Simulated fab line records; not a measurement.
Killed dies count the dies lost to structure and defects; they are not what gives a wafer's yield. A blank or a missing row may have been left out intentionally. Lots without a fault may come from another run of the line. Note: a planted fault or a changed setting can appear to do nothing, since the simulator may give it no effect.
fab line records :: flow sky130
[record]
  lots = 13
  wafers = 39
  last_day = 50
route steps=708 shown LDD_HVP@285 LDD_LDN@296 POLY_CUT@315 RES_XHIGH@335 PAD_OPEN@708
lots untouched by any fault: they come from a run of this same line in which no faults occurred
start_h: hours from the record's opening day to when the first of the lot's shown wafers began :: wait_h: how many hours have passed since the lot's step before this one :: " repeats the value in the row above :: L1.1+2: a single row standing in for several wafers :: - either no value or no given start :: * or withheld: withheld :: < > ~ a bound
route shown NAME@n: names a module that has steps shown in the file, with the first one's number in the route :: usual: average and standard deviation across the fault-free wafers :: same: alike in all rows :: chamber/n: place in a boat :: sites: readings site by site :: _std_site: their standard deviation :: _edge_site: mean of outer sites minus mean of inner sites :: radius_mm: how far each site lies from the wafer's centre :: mask NAME#n: copy n :: behind: the last tool/chamber to shape the wafer :: hold: cause of the lot's hold/its duration in hours/its outcome :: device: the n, p or np transistor that did not switch :: end of line: tests run on the same wafers once the route is complete :: step lacking rows: just its recipe :: killed: dies that structure and defects cost at the first sort, which is not the same as the wafer's yield :: map: per-die view of a wafer (x killed, . not killed, _ where there is no die)
set.NAME: the setting the step ran with; set.NAME@STEP: the setting that earlier step ran with :: model.NAME: the simulator's own value behind a step, which no gauge read
one table for each step of the route and one row for each wafer, over a sample of lots
[[steps]]
[step SKY_LDD_HVP_OVL_MEAS_07]
[usual]
  LDD_HVP_OVL = 0.3/1.4
lot.wafer: L181.2
tool: overlay-01
chamber: -
start_h: 504.27
wait_h: 0.1
LDD_HVP_OVL[nm]: -0.7

lot.wafer: L181.3
tool: overlay-01
chamber: -
start_h: 504.27
wait_h: 0.1
LDD_HVP_OVL[nm]: -1.6

lot.wafer: L181.5
tool: overlay-01
chamber: -
start_h: 504.27
wait_h: 0.1
LDD_HVP_OVL[nm]: -1.9

lot.wafer: L182.3
tool: overlay-01
chamber: -
start_h: 507.50
wait_h: 0.1
LDD_HVP_OVL[nm]: -0.7

lot.wafer: L182.5
tool: overlay-01
chamber: -
start_h: 507.50
wait_h: 0.1
LDD_HVP_OVL[nm]: -1.9

lot.wafer: L182.6
tool: overlay-01
chamber: -
start_h: 507.50
wait_h: 0.1
LDD_HVP_OVL[nm]: -2.1

lot.wafer: L183.3
tool: overlay-01
chamber: -
start_h: 522.73
wait_h: 0.1
LDD_HVP_OVL[nm]: -0.2

lot.wafer: L183.4
tool: overlay-01
chamber: -
start_h: 522.73
wait_h: 0.1
LDD_HVP_OVL[nm]: 0.3

lot.wafer: L183.5
tool: overlay-01
chamber: -
start_h: 522.73
wait_h: 0.1
LDD_HVP_OVL[nm]: -0.3

lot.wafer: L185.2
tool: overlay-01
chamber: -
start_h: 537.77
wait_h: 0.1
LDD_HVP_OVL[nm]: 2.9

lot.wafer: L185.5
tool: overlay-01
chamber: -
start_h: 537.77
wait_h: 0.1
LDD_HVP_OVL[nm]: 0.9

lot.wafer: L185.6
tool: overlay-01
chamber: -
start_h: 537.77
wait_h: 0.1
LDD_HVP_OVL[nm]: 2.9

lot.wafer: L186.1
tool: overlay-01
chamber: -
start_h: 546.87
wait_h: 0.1
LDD_HVP_OVL[nm]: -1.2

lot.wafer: L186.2
tool: overlay-01
chamber: -
start_h: 546.87
wait_h: 0.1
LDD_HVP_OVL[nm]: -1.3

lot.wafer: L186.3
tool: overlay-01
chamber: -
start_h: 546.87
wait_h: 0.1
LDD_HVP_OVL[nm]: -1.3

lot.wafer: L188.1
tool: overlay-01
chamber: -
start_h: 559.52
wait_h: 0.1
LDD_HVP_OVL[nm]: -1.0

lot.wafer: L188.3
tool: overlay-01
chamber: -
start_h: 559.52
wait_h: 0.1
LDD_HVP_OVL[nm]: 0.7

lot.wafer: L188.4
tool: overlay-01
chamber: -
start_h: 559.52
wait_h: 0.1
LDD_HVP_OVL[nm]: 0.4

lot.wafer: L190.4
tool: overlay-01
chamber: -
start_h: 587.98
wait_h: 0.1
LDD_HVP_OVL[nm]: -1.2

lot.wafer: L190.5
tool: overlay-01
chamber: -
start_h: 587.98
wait_h: 0.1
LDD_HVP_OVL[nm]: -0.5

lot.wafer: L190.6
tool: overlay-01
chamber: -
start_h: 587.98
wait_h: 0.1
LDD_HVP_OVL[nm]: -1.0

lot.wafer: L196.1
tool: overlay-01
chamber: -
start_h: 644.61
wait_h: 0.1
LDD_HVP_OVL[nm]: 1.3

lot.wafer: L196.3
tool: overlay-01
chamber: -
start_h: 644.61
wait_h: 0.1
LDD_HVP_OVL[nm]: -2.0

lot.wafer: L196.4
tool: overlay-01
chamber: -
start_h: 644.61
wait_h: 0.1
LDD_HVP_OVL[nm]: 1.4

lot.wafer: L198.1
tool: overlay-01
chamber: -
start_h: 648.71
wait_h: 0.1
LDD_HVP_OVL[nm]: -1.0

lot.wafer: L198.2
tool: overlay-01
chamber: -
start_h: 648.71
wait_h: 0.1
LDD_HVP_OVL[nm]: -1.4

lot.wafer: L198.6
tool: overlay-01
chamber: -
start_h: 648.71
wait_h: 0.1
LDD_HVP_OVL[nm]: 0.7

lot.wafer: L199.1
tool: overlay-01
chamber: -
start_h: 657.67
wait_h: 0.1
LDD_HVP_OVL[nm]: 0.3

lot.wafer: L199.3
tool: overlay-01
chamber: -
start_h: 657.67
wait_h: 0.1
LDD_HVP_OVL[nm]: 1.2

lot.wafer: L199.6
tool: overlay-01
chamber: -
start_h: 657.67
wait_h: 0.1
LDD_HVP_OVL[nm]: 1.2

lot.wafer: L203.1
tool: overlay-01
chamber: -
start_h: 692.22
wait_h: 0.1
LDD_HVP_OVL[nm]: -2.6

lot.wafer: L203.4
tool: overlay-01
chamber: -
start_h: 692.22
wait_h: 0.1
LDD_HVP_OVL[nm]: -1.7

lot.wafer: L203.5
tool: overlay-01
chamber: -
start_h: 692.22
wait_h: 0.1
LDD_HVP_OVL[nm]: -1.1

lot.wafer: L201.1
tool: overlay-02
chamber: -
start_h: 692.52
wait_h: 0.1
LDD_HVP_OVL[nm]: 0.3

lot.wafer: L201.3
tool: overlay-02
chamber: -
start_h: 692.52
wait_h: 0.1
LDD_HVP_OVL[nm]: 2.0

lot.wafer: L201.6
tool: overlay-02
chamber: -
start_h: 692.52
wait_h: 0.1
LDD_HVP_OVL[nm]: 0.5

lot.wafer: L202.1
tool: overlay-01
chamber: -
start_h: 693.63
wait_h: 0.1
LDD_HVP_OVL[nm]: -0.2

lot.wafer: L202.2
tool: overlay-01
chamber: -
start_h: 693.63
wait_h: 0.1
LDD_HVP_OVL[nm]: 0.2

lot.wafer: L202.4
tool: overlay-01
chamber: -
start_h: 693.63
wait_h: 0.1
LDD_HVP_OVL[nm]: -1.1
[step SKY_LDD_LDN_OVL_MEAS_07]
[usual]
  LDD_LDN_OVL = 0.3/1.3
lot.wafer: L181.2
tool: overlay-01
chamber: -
start_h: 534.47
wait_h: 0.1
LDD_LDN_OVL[nm]: 0.2

lot.wafer: L181.3
tool: overlay-01
chamber: -
start_h: 534.47
wait_h: 0.1
LDD_LDN_OVL[nm]: -0.7

lot.wafer: L181.5
tool: overlay-01
chamber: -
start_h: 534.47
wait_h: 0.1
LDD_LDN_OVL[nm]: -0.2

lot.wafer: L182.3
tool: overlay-01
chamber: -
start_h: 537.32
wait_h: 0.1
LDD_LDN_OVL[nm]: 0.0

lot.wafer: L182.5
tool: overlay-01
chamber: -
start_h: 537.32
wait_h: 0.1
LDD_LDN_OVL[nm]: -0.7

lot.wafer: L182.6
tool: overlay-01
chamber: -
start_h: 537.32
wait_h: 0.1
LDD_LDN_OVL[nm]: 1.3

lot.wafer: L183.3
tool: overlay-01
chamber: -
start_h: 552.62
wait_h: 0.1
LDD_LDN_OVL[nm]: 1.3

lot.wafer: L183.4
tool: overlay-01
chamber: -
start_h: 552.62
wait_h: 0.1
LDD_LDN_OVL[nm]: 0.8

lot.wafer: L183.5
tool: overlay-01
chamber: -
start_h: 552.62
wait_h: 0.1
LDD_LDN_OVL[nm]: -1.2

lot.wafer: L185.2
tool: overlay-02
chamber: -
start_h: 567.81
wait_h: 0.1
LDD_LDN_OVL[nm]: 2.4

lot.wafer: L185.5
tool: overlay-02
chamber: -
start_h: 567.81
wait_h: 0.1
LDD_LDN_OVL[nm]: 1.6

lot.wafer: L185.6
tool: overlay-02
chamber: -
start_h: 567.81
wait_h: 0.1
LDD_LDN_OVL[nm]: 1.7

lot.wafer: L186.1
tool: overlay-01
chamber: -
start_h: 576.51
wait_h: 0.1
LDD_LDN_OVL[nm]: -1.1

lot.wafer: L186.2
tool: overlay-01
chamber: -
start_h: 576.51
wait_h: 0.1
LDD_LDN_OVL[nm]: -2.1

lot.wafer: L186.3
tool: overlay-01
chamber: -
start_h: 576.51
wait_h: 0.1
LDD_LDN_OVL[nm]: -2.2

lot.wafer: L188.1
tool: overlay-02
chamber: -
start_h: 589.11
wait_h: 0.1
LDD_LDN_OVL[nm]: -0.1

lot.wafer: L188.3
tool: overlay-02
chamber: -
start_h: 589.11
wait_h: 0.1
LDD_LDN_OVL[nm]: -1.0

lot.wafer: L188.4
tool: overlay-02
chamber: -
start_h: 589.11
wait_h: 0.1
LDD_LDN_OVL[nm]: -0.1

lot.wafer: L190.4
tool: overlay-01
chamber: -
start_h: 617.13
wait_h: 0.1
LDD_LDN_OVL[nm]: -0.5

lot.wafer: L190.5
tool: overlay-01
chamber: -
start_h: 617.13
wait_h: 0.1
LDD_LDN_OVL[nm]: -0.9

lot.wafer: L190.6
tool: overlay-01
chamber: -
start_h: 617.13
wait_h: 0.1
LDD_LDN_OVL[nm]: -1.2

lot.wafer: L196.1
tool: overlay-02
chamber: -
start_h: 673.11
wait_h: 0.1
LDD_LDN_OVL[nm]: 1.7

lot.wafer: L196.3
tool: overlay-02
chamber: -
start_h: 673.11
wait_h: 0.1
LDD_LDN_OVL[nm]: 2.4

lot.wafer: L196.4
tool: overlay-02
chamber: -
start_h: 673.11
wait_h: 0.1
LDD_LDN_OVL[nm]: 0.5

lot.wafer: L198.1
tool: overlay-01
chamber: -
start_h: 677.91
wait_h: 0.1
LDD_LDN_OVL[nm]: -0.3

lot.wafer: L198.2
tool: overlay-01
chamber: -
start_h: 677.91
wait_h: 0.1
LDD_LDN_OVL[nm]: -1.1

lot.wafer: L198.6
tool: overlay-01
chamber: -
start_h: 677.91
wait_h: 0.1
LDD_LDN_OVL[nm]: -1.6

lot.wafer: L199.1
tool: overlay-01
chamber: -
start_h: 686.02
wait_h: 0.1
LDD_LDN_OVL[nm]: -0.1

lot.wafer: L199.3
tool: overlay-01
chamber: -
start_h: 686.02
wait_h: 0.1
LDD_LDN_OVL[nm]: -0.1

lot.wafer: L199.6
tool: overlay-01
chamber: -
start_h: 686.02
wait_h: 0.1
LDD_LDN_OVL[nm]: 1.1

lot.wafer: L203.1
tool: overlay-01
chamber: -
start_h: 719.47
wait_h: 0.1
LDD_LDN_OVL[nm]: 0.0

lot.wafer: L203.4
tool: overlay-01
chamber: -
start_h: 719.47
wait_h: 0.1
LDD_LDN_OVL[nm]: -0.4

lot.wafer: L203.5
tool: overlay-01
chamber: -
start_h: 719.47
wait_h: 0.1
LDD_LDN_OVL[nm]: -0.7

lot.wafer: L201.1
tool: overlay-02
chamber: -
start_h: 719.91
wait_h: 0.1
LDD_LDN_OVL[nm]: -0.1

lot.wafer: L201.3
tool: overlay-02
chamber: -
start_h: 719.91
wait_h: 0.1
LDD_LDN_OVL[nm]: 0.4

lot.wafer: L201.6
tool: overlay-02
chamber: -
start_h: 719.91
wait_h: 0.1
LDD_LDN_OVL[nm]: 0.9

lot.wafer: L202.1
tool: overlay-01
chamber: -
start_h: 720.96
wait_h: 0.1
LDD_LDN_OVL[nm]: -2.8

lot.wafer: L202.2
tool: overlay-01
chamber: -
start_h: 720.96
wait_h: 0.1
LDD_LDN_OVL[nm]: -0.6

lot.wafer: L202.4
tool: overlay-01
chamber: -
start_h: 720.96
wait_h: 0.1
LDD_LDN_OVL[nm]: -0.3
[step SKY_POLY_CUT_CD_MEAS_08]
[recipe]
  target_cd_nm = 270
[usual]
  cd_nm = 270.0/1.2
lot.wafer: L181.2
tool: cd_sem-02
chamber: -
start_h: 566.34
wait_h: -
cd_nm: 269.9

lot.wafer: L181.3
tool: cd_sem-02
chamber: -
start_h: 566.34
wait_h: -
cd_nm: 270.8

lot.wafer: L181.5
tool: cd_sem-02
chamber: -
start_h: 566.34
wait_h: -
cd_nm: 269.3

lot.wafer: L182.3
tool: cd_sem-01
chamber: -
start_h: 569.10
wait_h: -
cd_nm: 268.9

lot.wafer: L182.5
tool: cd_sem-01
chamber: -
start_h: 569.10
wait_h: -
cd_nm: 269.2

lot.wafer: L182.6
tool: cd_sem-01
chamber: -
start_h: 569.10
wait_h: -
cd_nm: 268.3

lot.wafer: L183.3
tool: cd_sem-02
chamber: -
start_h: 585.27
wait_h: -
cd_nm: 269.3

lot.wafer: L183.4
tool: cd_sem-02
chamber: -
start_h: 585.27
wait_h: -
cd_nm: 269.7

lot.wafer: L183.5
tool: cd_sem-02
chamber: -
start_h: 585.27
wait_h: -
cd_nm: 270.1

lot.wafer: L185.2
tool: cd_sem-01
chamber: -
start_h: 599.84
wait_h: -
cd_nm: 270.6

lot.wafer: L185.5
tool: cd_sem-01
chamber: -
start_h: 599.84
wait_h: -
cd_nm: 270.3

lot.wafer: L185.6
tool: cd_sem-01
chamber: -
start_h: 599.84
wait_h: -
cd_nm: 272.3

lot.wafer: L186.1
tool: cd_sem-01
chamber: -
start_h: 607.56
wait_h: -
cd_nm: 271.0

lot.wafer: L186.2
tool: cd_sem-01
chamber: -
start_h: 607.56
wait_h: -
cd_nm: 270.6

lot.wafer: L186.3
tool: cd_sem-01
chamber: -
start_h: 607.56
wait_h: -
cd_nm: 269.8

lot.wafer: L188.1
tool: cd_sem-01
chamber: -
start_h: 620.47
wait_h: -
cd_nm: 271.0

lot.wafer: L188.3
tool: cd_sem-01
chamber: -
start_h: 620.47
wait_h: -
cd_nm: 271.1

lot.wafer: L188.4
tool: cd_sem-01
chamber: -
start_h: 620.47
wait_h: -
cd_nm: 270.5

lot.wafer: L190.4
tool: cd_sem-01
chamber: -
start_h: 648.62
wait_h: -
cd_nm: 270.9

lot.wafer: L190.5
tool: cd_sem-01
chamber: -
start_h: 648.62
wait_h: -
cd_nm: 268.7

lot.wafer: L190.6
tool: cd_sem-01
chamber: -
start_h: 648.62
wait_h: -
cd_nm: 272.1

lot.wafer: L196.1
tool: cd_sem-01
chamber: -
start_h: 705.66
wait_h: -
cd_nm: 269.1

lot.wafer: L196.3
tool: cd_sem-01
chamber: -
start_h: 705.66
wait_h: -
cd_nm: 268.9

lot.wafer: L196.4
tool: cd_sem-01
chamber: -
start_h: 705.66
wait_h: -
cd_nm: 269.7

lot.wafer: L198.1
tool: cd_sem-01
chamber: -
start_h: 709.07
wait_h: -
cd_nm: 269.4

lot.wafer: L198.2
tool: cd_sem-01
chamber: -
start_h: 709.07
wait_h: -
cd_nm: 268.9

lot.wafer: L198.6
tool: cd_sem-01
chamber: -
start_h: 709.07
wait_h: -
cd_nm: 269.3

lot.wafer: L199.1
tool: cd_sem-02
chamber: -
start_h: 716.66
wait_h: -
cd_nm: 270.3

lot.wafer: L199.3
tool: cd_sem-02
chamber: -
start_h: 716.66
wait_h: -
cd_nm: 270.0

lot.wafer: L199.6
tool: cd_sem-02
chamber: -
start_h: 716.66
wait_h: -
cd_nm: 270.4

lot.wafer: L203.1
tool: cd_sem-02
chamber: -
start_h: 748.53
wait_h: -
cd_nm: 268.7

lot.wafer: L203.4
tool: cd_sem-02
chamber: -
start_h: 748.53
wait_h: -
cd_nm: 269.1

lot.wafer: L203.5
tool: cd_sem-02
chamber: -
start_h: 748.53
wait_h: -
cd_nm: 269.4

lot.wafer: L201.1
tool: cd_sem-01
chamber: -
start_h: 750.11
wait_h: -
cd_nm: 266.7

lot.wafer: L201.3
tool: cd_sem-01
chamber: -
start_h: 750.11
wait_h: -
cd_nm: 267.7

lot.wafer: L201.6
tool: cd_sem-01
chamber: -
start_h: 750.11
wait_h: -
cd_nm: 267.0

lot.wafer: L202.1
tool: cd_sem-02
chamber: -
start_h: 752.32
wait_h: -
cd_nm: 268.2

lot.wafer: L202.2
tool: cd_sem-02
chamber: -
start_h: 752.32
wait_h: -
cd_nm: 269.9

lot.wafer: L202.4
tool: cd_sem-02
chamber: -
start_h: 752.32
wait_h: -
cd_nm: 268.8
[step SKY_RES_XHIGH_SOFTBAKE_03]
[recipe]
  temp_c = 90
  time_s = 60
  resist = NOVOLAK
[usual]
  run_length_s = 89.00/0.17
lot.wafer: L181.2
tool: litho_track-02
chamber: 0
start_h: 611.19
wait_h: 0.1
run_length_s: 89.03

lot.wafer: L181.3
tool: litho_track-02
chamber: 0
start_h: 611.19
wait_h: 0.1
run_length_s: 88.98

lot.wafer: L181.5
tool: litho_track-02
chamber: 0
start_h: 611.19
wait_h: 0.1
run_length_s: 89.18

lot.wafer: L182.3
tool: litho_track-02
chamber: 0
start_h: 614.31
wait_h: 0.1
run_length_s: 88.97

lot.wafer: L182.5
tool: litho_track-02
chamber: 0
start_h: 614.31
wait_h: 0.1
run_length_s: 88.97

lot.wafer: L182.6
tool: litho_track-02
chamber: 0
start_h: 614.31
wait_h: 0.1
run_length_s: 89.13

lot.wafer: L183.3
tool: litho_track-02
chamber: 0
start_h: 629.16
wait_h: 0.1
run_length_s: 89.04

lot.wafer: L183.4
tool: litho_track-02
chamber: 0
start_h: 629.16
wait_h: 0.1
run_length_s: 89.23

lot.wafer: L183.5
tool: litho_track-02
chamber: 0
start_h: 629.16
wait_h: 0.1
run_length_s: 89.03

lot.wafer: L185.2
tool: litho_track-03
chamber: 0
start_h: 644.19
wait_h: 0.1
run_length_s: 88.75

lot.wafer: L185.5
tool: litho_track-03
chamber: 0
start_h: 644.19
wait_h: 0.1
run_length_s: 88.79

lot.wafer: L185.6
tool: litho_track-03
chamber: 0
start_h: 644.19
wait_h: 0.1
run_length_s: 88.79

lot.wafer: L186.1
tool: litho_track-02
chamber: 0
start_h: 651.51
wait_h: 0.1
run_length_s: 89.13

lot.wafer: L186.2
tool: litho_track-02
chamber: 0
start_h: 651.51
wait_h: 0.1
run_length_s: 89.18

lot.wafer: L186.3
tool: litho_track-02
chamber: 0
start_h: 651.51
wait_h: 0.1
run_length_s: 89.04

lot.wafer: L188.1
tool: litho_track-03
chamber: 0
start_h: 664.27
wait_h: 0.1
run_length_s: 88.75

lot.wafer: L188.3
tool: litho_track-03
chamber: 0
start_h: 664.27
wait_h: 0.1
run_length_s: 88.74

lot.wafer: L188.4
tool: litho_track-03
chamber: 0
start_h: 664.27
wait_h: 0.1
run_length_s: 89.01

lot.wafer: L190.4
tool: litho_track-04
chamber: 0
start_h: 690.26
wait_h: 0.1
run_length_s: 89.00

lot.wafer: L190.5
tool: litho_track-04
chamber: 0
start_h: 690.26
wait_h: 0.1
run_length_s: 88.91

lot.wafer: L190.6
tool: litho_track-04
chamber: 0
start_h: 690.26
wait_h: 0.1
run_length_s: 88.94

lot.wafer: L196.1
tool: litho_track-02
chamber: 0
start_h: 746.16
wait_h: 0.1
run_length_s: 95.21

lot.wafer: L196.3
tool: litho_track-02
chamber: 0
start_h: 746.16
wait_h: 0.1
run_length_s: 95.46

lot.wafer: L196.4
tool: litho_track-02
chamber: 0
start_h: 746.16
wait_h: 0.1
run_length_s: 89.22

lot.wafer: L198.1
tool: litho_track-04
chamber: 0
start_h: 750.43
wait_h: 0.1
run_length_s: 88.84

lot.wafer: L198.2
tool: litho_track-04
chamber: 0
start_h: 750.43
wait_h: 0.1
run_length_s: 88.93

lot.wafer: L198.6
tool: litho_track-04
chamber: 0
start_h: 750.43
wait_h: 0.1
run_length_s: 88.85

lot.wafer: L199.1
tool: litho_track-03
chamber: 0
start_h: 757.52
wait_h: 0.1
run_length_s: 88.86

lot.wafer: L199.3
tool: litho_track-03
chamber: 0
start_h: 757.52
wait_h: 0.1
run_length_s: 88.95

lot.wafer: L199.6
tool: litho_track-03
chamber: 0
start_h: 757.52
wait_h: 0.1
run_length_s: 88.89

lot.wafer: L203.1
tool: litho_track-04
chamber: 0
start_h: 788.93
wait_h: 0.1
run_length_s: 89.23

lot.wafer: L203.4
tool: litho_track-04
chamber: 0
start_h: 788.93
wait_h: 0.1
run_length_s: 88.94

lot.wafer: L203.5
tool: litho_track-04
chamber: 0
start_h: 788.93
wait_h: 0.1
run_length_s: 88.91

lot.wafer: L201.1
tool: litho_track-03
chamber: 0
start_h: 791.27
wait_h: 0.1
run_length_s: 88.87

lot.wafer: L201.3
tool: litho_track-03
chamber: 0
start_h: 791.27
wait_h: 0.1
run_length_s: 89.02

lot.wafer: L201.6
tool: litho_track-03
chamber: 0
start_h: 791.27
wait_h: 0.1
run_length_s: 88.73

lot.wafer: L202.1
tool: litho_track-03
chamber: 0
start_h: 792.57
wait_h: 0.1
run_length_s: 88.81

lot.wafer: L202.2
tool: litho_track-03
chamber: 0
start_h: 792.57
wait_h: 0.1
run_length_s: 88.90

lot.wafer: L202.4
tool: litho_track-03
chamber: 0
start_h: 792.57
wait_h: 0.1
run_length_s: 88.90
[step SKY_PAD_OPEN_PROBE_99]
[usual]
  killed_at_M0_to_M3 = 44/6.5
  killed_at_M4_up = 3.3/1.7
  killed_at_contacts = 25/5.3
  killed_at_front_end = 15/5
  killed_at_other = 0.2/0.47
  killed_dies = 87/9.9
  killed_open = 47/8
  killed_short = 39/6.1
[same]
  gross_dies = 492
  killed_at_back_side = 0
lot.wafer: L185.2
tool: prober-02
chamber: -
start_h: 1105.83
wait_h: 0.1
killed_at_M0_to_M3: 42
killed_at_M4_up: 6
killed_at_contacts: 22
killed_at_front_end: 10
killed_at_other: 0
killed_dies: 80
killed_open: 46
killed_short: 34

lot.wafer: L185.5
tool: prober-02
chamber: -
start_h: 1105.98
wait_h: 0.2
killed_at_M0_to_M3: 47
killed_at_M4_up: 3
killed_at_contacts: 19
killed_at_front_end: 21
killed_at_other: 0
killed_dies: 90
killed_open: 48
killed_short: 42

lot.wafer: L185.6
tool: prober-02
chamber: -
start_h: 1106.03
wait_h: 0.2
killed_at_M0_to_M3: 45
killed_at_M4_up: 7
killed_at_contacts: 20
killed_at_front_end: 23
killed_at_other: 0
killed_dies: 95
killed_open: 51
killed_short: 44

lot.wafer: L196.1
tool: prober-02
chamber: -
start_h: 1173.65
wait_h: 0.1
killed_at_M0_to_M3: 48
killed_at_M4_up: 4
killed_at_contacts: 26
killed_at_front_end: 16
killed_at_other: 0
killed_dies: 94
killed_open: 48
killed_short: 46

lot.wafer: L196.3
tool: prober-02
chamber: -
start_h: 1173.75
wait_h: 0.2
killed_at_M0_to_M3: 42
killed_at_M4_up: 6
killed_at_contacts: 26
killed_at_front_end: 19
killed_at_other: 1
killed_dies: 94
killed_open: 61
killed_short: 33

lot.wafer: L196.4
tool: prober-02
chamber: -
start_h: 1173.80
wait_h: 0.2
killed_at_M0_to_M3: 36
killed_at_M4_up: 6
killed_at_contacts: 24
killed_at_front_end: 13
killed_at_other: 0
killed_dies: 79
killed_open: 38
killed_short: 41

lot.wafer: L199.1
tool: prober-02
chamber: -
start_h: 1182.77
wait_h: 0.1
killed_at_M0_to_M3: 44
killed_at_M4_up: 3
killed_at_contacts: 24
killed_at_front_end: 18
killed_at_other: 0
killed_dies: 89
killed_open: 48
killed_short: 41

lot.wafer: L199.3
tool: prober-02
chamber: -
start_h: 1182.87
wait_h: 0.2
killed_at_M0_to_M3: 36
killed_at_M4_up: 4
killed_at_contacts: 27
killed_at_front_end: 15
killed_at_other: 1
killed_dies: 83
killed_open: 41
killed_short: 42

lot.wafer: L199.6
tool: prober-02
chamber: -
start_h: 1183.02
wait_h: 0.2
killed_at_M0_to_M3: 47
killed_at_M4_up: 3
killed_at_contacts: 36
killed_at_front_end: 13
killed_at_other: 0
killed_dies: 99
killed_open: 61
killed_short: 38
// killed by level:class
L185.2 VIA1:geometric_particle:open=12 VIA2:geometric_particle:open=9 CONTACT:geometric_particle:open=6 LI_CONTACT:geometric_particle:open=5 CONTACT:geometric_particle:short=5 VIA1:geometric_particle:short=5 LI_CONTACT:geometric_particle:short=4 METAL2:geometric_particle:short=4
L185.5 VIA1:geometric_particle:open=10 VIA2:geometric_particle:open=9 VIA3:geometric_particle:open=9 FIELD_ISO:geometric_particle:short=5 POLY_GATE:geometric_particle:short=5 CONTACT:geometric_particle:short=5 VIA2:geometric_particle:short=5 FIELD_ISO:geometric_particle:open=4
L185.6 VIA1:geometric_particle:open=10 VIA2:geometric_particle:open=10 LI_CONTACT:geometric_particle:open=7 POLY_GATE:geometric_particle:short=6 FIELD_ISO:geometric_particle:open=4 FIELD_ISO:geometric_particle:short=4 CONTACT:geometric_particle:open=4 METAL1:geometric_particle:short=4
L196.1 CONTACT:geometric_particle:open=11 LI_CONTACT:geometric_particle:open=7 METAL1:geometric_particle:short=7 METAL3:geometric_particle:short=7 VIA3:geometric_particle:open=7 VIA2:geometric_particle:open=5 VIA1:geometric_particle:open=5 METAL2:geometric_particle:short=5
L196.3 CONTACT:geometric_particle:open=12 FIELD_ISO:geometric_particle:open=10 VIA1:geometric_particle:open=9 VIA2:geometric_particle:open=9 LI_CONTACT:geometric_particle:open=5 METAL1:geometric_particle:open=5 VIA3:geometric_particle:open=5 METAL4:geometric_particle:short=5
L196.4 CONTACT:geometric_particle:open=11 VIA1:geometric_particle:open=10 VIA1:geometric_particle:short=8 CONTACT:geometric_particle:short=5 METAL4:geometric_particle:short=5 VIA2:geometric_particle:open=4 METAL2:geometric_particle:short=4 LI_CONTACT:geometric_particle:short=4
L199.1 VIA1:geometric_particle:open=17 CONTACT:geometric_particle:short=8 CONTACT:geometric_particle:open=6 VIA3:geometric_particle:open=6 FIELD_ISO:geometric_particle:open=5 METAL2:geometric_particle:short=5 FIELD_ISO:geometric_particle:short=4 POLY_GATE:geometric_particle:short=4
L199.3 CONTACT:geometric_particle:open=9 VIA1:geometric_particle:short=8 VIA1:geometric_particle:open=7 CONTACT:geometric_particle:short=6 LI_CONTACT:geometric_particle:open=6 FIELD_ISO:geometric_particle:open=5 LOCAL_INTERCONNECT:geometric_particle:short=5 VIA3:geometric_particle:open=5
L199.6 VIA1:geometric_particle:open=12 CONTACT:geometric_particle:open=11 VIA3:geometric_particle:open=10 LOCAL_INTERCONNECT:geometric_particle:short=8 CONTACT:geometric_particle:short=7 METAL1:geometric_particle:short=7 VIA2:geometric_particle:open=6 FIELD_ISO:geometric_particle:open=5
[[key]]
[first_sign]
  step = SKY_RES_XHIGH_SOFTBAKE_03
  reading = run_length_s
  direction = up
  sigmas = 37
  usual = *
  struck = *
effect none on later readings
met_at SKY_RES_XHIGH_SOFTBAKE_03
struck_lots L196
struck_wafers L196.1,L196.3
tester_left_out L196
not_acting_at SKY_LDD_HVP_OVL_MEAS_07,SKY_LDD_LDN_OVL_MEAS_07,SKY_POLY_CUT_CD_MEAS_08
onset_between 651.51 746.16
[fault]
  kind = process_parameter_drift
  tool = litho_track-02
  chamber = -
  onset_h = 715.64
  steps = SKY_RES_XHIGH_SOFTBAKE_03
  channel = time_s
  offset = *
  shape = step
  end_h = 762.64
  scope = struck_wafers_only
  acts_in = *
  stated = *
// tester_left_out: of these lots the tester's yield and bins aren't shown, on N5 and GAA mostly nor the transistor test; their killed dies are dies lost to structure and defects alone, not to doping, threshold or leakage, so they don't give the yield
